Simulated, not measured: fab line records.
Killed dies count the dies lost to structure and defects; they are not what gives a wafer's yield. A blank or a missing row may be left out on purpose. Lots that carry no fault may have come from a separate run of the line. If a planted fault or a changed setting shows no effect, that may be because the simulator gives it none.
Chamber matching -- flow gf180mcu -- GF_V1_CMP_26 on cmp-02 has 4 sister chambers
The step polishes, stops on SiO2, t overpolish 15 s, target thk 0 nm. 8 wafers are shown with their chamber, then 12 later ones without.

## WAFERS, EACH WITH ITS CHAMBER
wafer,chamber,motorCurrentA (A),timeToEndpointS (s)
L085.2,1,12.7,86
L087.2,3,9.6,86
L087.5,0,11.1,92
L089.4,3,10.4,88
L089.6,2,10.8,84
L091.1,0,11.4,88
L091.3,1,13.2,85
L091.6,2,11.7,82

## WAFERS WITH NO CHAMBER GIVEN
wafer,motorCurrentA (A),timeToEndpointS (s)
L091.2,11.4,82
L091.4,10.5,85
L091.5,12.5,84
L094.2,11.0,86
L094.5,13.1,85
L094.6,11.2,81
L096.3,12.9,79
L096.4,10.0,81
L096.5,10.7,82
L096.1,11.0,83
L096.2,10.9,75
L096.6,10.2,80

## THE CHAMBER EACH PASSED THROUGH
wafer,from the rows above,in truth
L091.2,2,2
L091.4,can't be placed: 3 or 2 or 0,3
L091.5,can't be placed: 1 or 2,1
L094.2,can't be placed: 2 or 3 or 0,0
L094.5,1,1
L094.6,2,2
L096.3,can't be placed: 1 or 2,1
L096.4,can't be placed: 2 or 3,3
L096.5,can't be placed: 2 or 3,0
L096.1,2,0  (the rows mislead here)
L096.2,2,2
L096.6,can't be placed: 2 or 3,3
Correctly placed: 4 of 12. From these rows, 7 cannot be placed; in 6 the true chamber is one of the candidates. Placed wrongly: 1.
How it was worked out, from the rows above alone: a wafer's distance from a chamber is the root of the sum, over the readings, of the square of ((its reading less the chamber's mean) divided by the reading's scatter). If the next closest chamber is less than 2 further off than the closest, the wafer can't be placed; otherwise it belongs to the closest. For every chamber, the mean is computed from those of its wafers that are shown. The scatter: the root of (the sum of the squares of (reading less its chamber's mean) over the shown wafers, divided by (wafers less chambers)).
